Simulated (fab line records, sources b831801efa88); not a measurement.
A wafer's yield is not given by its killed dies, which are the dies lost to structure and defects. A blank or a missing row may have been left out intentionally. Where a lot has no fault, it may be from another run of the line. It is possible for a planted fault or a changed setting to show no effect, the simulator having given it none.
Which tool was responsible?    flow sky130    14 lots with 42 wafers sampled at 7 steps, on a route of 708 steps

== WHAT EACH GAUGE READ, for each wafer ==
SKY_NWELL_RS_MEAS_31: uses a four-point probe to measure. Usual: PWDE_RS 5270 ohm/sq, standard deviation 22.
lot   measured      on             PWDE_RS (ohm/sq)  flag
L227  day 5 13:59   film metro-04  5270 5290 5272    
L228  day 5 20:17   film metro-04  5251 5249 5244    
L229  day 5 22:25   film metro-04  5288 5295 5279    
L230  day 6 02:21   film metro-04  5269 5272 5268    
L231  day 6 12:45   film metro-02  5211 5242 5219    
L232  day 6 17:08   film metro-01  5283 5248 5250    
L235  day 7 05:19   film metro-02  5274 5293 5276    
L236  day 7 14:16   film metro-04  5278 5282 5276    
L237  day 7 20:07   film metro-01  5259 5265 5264    
L238  day 8 02:52   film metro-02  5218 5232 5219    
L243  day 9 09:31   film metro-02  5249 5261 5239    
L244  day 9 14:07   film metro-01  5294 5295 5288    
L249  day 10 18:02  film metro-01  5252 5260 5282    
L250  day 10 23:53  film metro-02  5277 5273 5285    

SKY_VT_ADJUST_HVTP_CD_MEAS_07 targets a cd of 380 nm. Usual: cd nm reads 380.1 nm (standard deviation 2.3).
lot   measured      on         cd nm (nm)         flag
L227  day 6 08:17   cd sem-01  376.8 375.9 376.8  
L228  day 6 14:49   cd sem-01  375.7 377.4 375.8  
L229  day 6 16:52   cd sem-02  383.3 380.7 384.3  
L230  day 6 20:28   cd sem-01  379.7 380.7 380.0  
L231  day 7 07:58   cd sem-01  380.1 379.5 380.1  
L232  day 7 12:08   cd sem-01  378.9 379.5 377.8  
L235  day 8 01:31   cd sem-02  378.1 380.3 379.0  
L236  day 8 10:03   cd sem-02  378.7 372.8 378.1  
L237  day 8 16:34   cd sem-01  381.7 379.3 378.7  
L238  day 8 23:20   cd sem-02  383.2 384.4 384.0  
L243  day 10 06:13  cd sem-01  383.9 383.4 382.2  
L244  day 10 11:31  cd sem-01  379.8 379.5 378.8  
L249  day 11 17:55  cd sem-01  380.0 380.9 382.1  
L250  day 11 23:05  cd sem-02  386.7 382.7 385.3  

SKY_VT_ADJUST_NCORE_TW_MEAS_11. Usual: VT_ADJUST_NCORE_TW 218.0, standard deviation 2.2.
lot   measured      on             VT_ADJUST_NCORE_TW  flag
L227  day 8 20:53   film metro-02  218.6 218.1 218.5   
L228  day 9 04:44   film metro-03  216.5 216.7 215.3   
L229  day 9 06:28   film metro-03  215.9 216.3 215.1   
L230  day 9 11:13   film metro-02  220.6 221.7 220.7   
L231  day 9 23:17   film metro-03  214.6 215.8 217.0   
L232  day 10 04:41  film metro-02  219.1 219.1 220.2   
L235  day 10 18:38  film metro-02  219.9 219.8 219.9   
L236  day 11 05:11  film metro-03  215.7 215.2 215.2   
L237  day 11 11:55  film metro-02  219.7 219.6 221.1   
L238  day 11 19:14  film metro-02  220.2 219.8 220.4   
L243  day 13 06:20  film metro-04  217.5 215.4 218.8   
L244  day 13 12:28  film metro-02  219.0 221.5 221.7   
L249  day 14 23:11  film metro-04  217.1 217.9 218.9   
L250  day 15 04:23  film metro-03  216.6 215.1 215.3   

SKY_VT_ADJUST_HVTR_CD_MEAS_07 targets a cd of 380 nm. Usual: cd nm reads 380.8 nm (standard deviation 2.6).
lot   measured      on         cd nm (nm)         flag
L227  day 9 17:53   cd sem-02  384.3 381.7 382.2  
L228  day 10 01:37  cd sem-01  381.4 380.6 382.2  
L229  day 10 03:49  cd sem-02  379.2 380.4 379.5  
L230  day 10 09:14  cd sem-01  383.4 381.7 382.9  
L231  day 10 21:22  cd sem-01  377.4 375.2 376.2  
L232  day 11 03:47  cd sem-02  381.7 383.1 379.1  
L235  day 11 18:19  cd sem-01  381.3 382.5 382.2  
L236  day 12 04:58  cd sem-02  - 381.2 382.3      
L237  day 12 12:40  cd sem-02  - 379.7 379.6      
L238  day 12 19:14  cd sem-02  385.5 385.1 387.7  
L243  day 14 07:46  cd sem-01  381.8 381.2 383.1  
L244  day 14 14:02  cd sem-01  380.4 381.8 381.3  
L249  day 16 02:02  cd sem-01  380.0 379.5 377.7  
L250  day 16 07:29  cd sem-02  378.6 381.8 379.2  

SKY_VT_ADJUST_HVTR_OVL_MEAS_08. Usual: VT_ADJUST_HVTR_OVL -0.9 nm, standard deviation 1.3.
lot   measured      on          VT_ADJUST_HVTR_OVL (nm)  flag
L227  day 9 18:00   overlay-01  -2.8 -1.9 -2.1           
L228  day 10 01:42  overlay-02  0.9 0.0 0.7              
L229  day 10 03:56  overlay-01  -0.8 0.3 -0.2            
L230  day 10 09:22  overlay-02  -1.0 -2.2 -3.5           
L231  day 10 21:29  overlay-02  0.5 -0.9 0.2             
L232  day 11 03:53  overlay-02  -0.6 -2.7 -2.0           
L235  day 11 18:26  overlay-02  -1.2 -0.9 -0.7           
L236  day 12 05:05  overlay-02  - -1.7 -2.3              
L237  day 12 12:47  overlay-02  - 0.6 0.4                
L238  day 12 19:21  overlay-02  -3.4 -0.4 -0.8           
L243  day 14 07:53  overlay-02  -1.1 -1.1 -1.4           
L244  day 14 14:09  overlay-01  -4.2 -3.9 -2.3           
L249  day 16 02:08  overlay-01  -1.1 0.9 -0.7            
L250  day 16 07:36  overlay-01  -1.1 -0.9 -0.9           

SKY_VT_ADJUST_HVTR_TW_MEAS_11. Usual: VT_ADJUST_HVTR_TW 209.7, standard deviation 2.4.
lot   measured      on             VT_ADJUST_HVTR_TW  flag
L227  day 9 18:17   film metro-01  207.2 206.6 206.4  
L228  day 10 02:00  film metro-01  207.7 207.3 208.2  
L229  day 10 04:14  film metro-01  206.1 206.9 206.6  
L230  day 10 09:39  film metro-01  206.4 207.3 207.3  
L231  day 10 21:47  film metro-02  211.7 212.0 211.1  
L232  day 11 04:11  film metro-01  208.5 208.1 208.1  
L235  day 11 18:44  film metro-01  208.3 207.5 208.6  
L236  day 12 05:23  film metro-01  29.5 207.6 208.0   OFF
L237  day 12 13:05  film metro-02  30.4 213.2 212.8   OFF
L238  day 12 19:38  film metro-02  213.9 212.2 212.9  
L243  day 14 08:11  film metro-04  209.3 209.6 209.6  
L244  day 14 14:26  film metro-01  206.5 205.8 207.5  
L249  day 16 02:26  film metro-02  212.4 213.5 212.3  
L250  day 16 07:53  film metro-01  208.2 206.8 207.9  

== EACH LOT AND THE TOOL THAT RAN IT (in order: tool; ch and the chambers of the sampled wafers; start) ==
lot   SKY_VT_ADJUST_HVTR_DEVELOP_06
L227  litho track-03 ch 0, day 9 17:45
L228  litho track-03 ch 0, day 10 01:28
L229  litho track-01 ch 0, day 10 03:40
L230  litho track-01 ch 0, day 10 09:04
L231  litho track-03 ch 0, day 10 21:13
L232  litho track-02 ch 0, day 11 03:38
L235  litho track-03 ch 0, day 11 18:10
L236  litho track-01 ch 0, day 12 04:49
L237  litho track-01 ch 0, day 12 12:31
L238  litho track-03 ch 0, day 12 19:06
L243  litho track-03 ch 0, day 14 07:37
L244  litho track-03 ch 0, day 14 13:54
L249  litho track-02 ch 0, day 16 01:53
L250  litho track-03 ch 0, day 16 07:21
- SKY_VT_ADJUST_HVTR_DEVELOP_06: develop time 60 s.

== WHAT THE TOOLS THEMSELVES READ (means of the sampled wafers that have a number; where no wafer has one, the mark that the record gives instead) ==
SKY_VT_ADJUST_HVTR_DEVELOP_06. Usual: chill plate temp C reads 22.98 C (standard deviation 0.12).
lot   tool            chill plate temp C (C)  flag
L227  litho track-03  23.02                   
L228  litho track-03  23.07                   
L229  litho track-01  23.03                   
L230  litho track-01  22.89                   
L231  litho track-03  23.25                   
L232  litho track-02  22.93                   
L235  litho track-03  22.96                   
L236  litho track-01  23.10                   
L237  litho track-01  22.93                   
L238  litho track-03  23.10                   
L243  litho track-03  22.84                   
L244  litho track-03  23.18                   
L249  litho track-02  22.92                   
L250  litho track-03  22.99                   

== THE ANSWER, worked out from the rows above alone ==
Rule: a lot counts as off when the mean over its wafers that have a number is more than 3 standard deviations away from the usual mean. Also off: a lot with no number at a reading for which 4 or more lots have one. Any other lot the step has rows for is counted as sound. First the gauges in route order, then the tools' own readings, where a lot's mean is used as printed above. The first step at which some lot is off is used, and at that step the reading that is off furthest; a lot without a number counts as furthest.
Off: L236, L237, at SKY_VT_ADJUST_HVTR_TW_MEAS_11 (VT_ADJUST_HVTR_TW).
A tool fits if, at a process step before that reading, it ran every lot that is off, and no sound lot after the first of them. The gauges at SKY_VT_ADJUST_HVTR_TW_MEAS_11 are tried like those tools. One candidate fits, namely litho track-01 at SKY_VT_ADJUST_HVTR_DEVELOP_06. Its last sound lot is L230 (day 10 09:04), its first lot that is off L236 (day 12 04:49): a fault that began between those two fits.

== WHAT THE SIMULATOR HAD PUT IN ==
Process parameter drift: litho track-01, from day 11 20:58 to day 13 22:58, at SKY_VT_ADJUST_HVTR_DEVELOP_06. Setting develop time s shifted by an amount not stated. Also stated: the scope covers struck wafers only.
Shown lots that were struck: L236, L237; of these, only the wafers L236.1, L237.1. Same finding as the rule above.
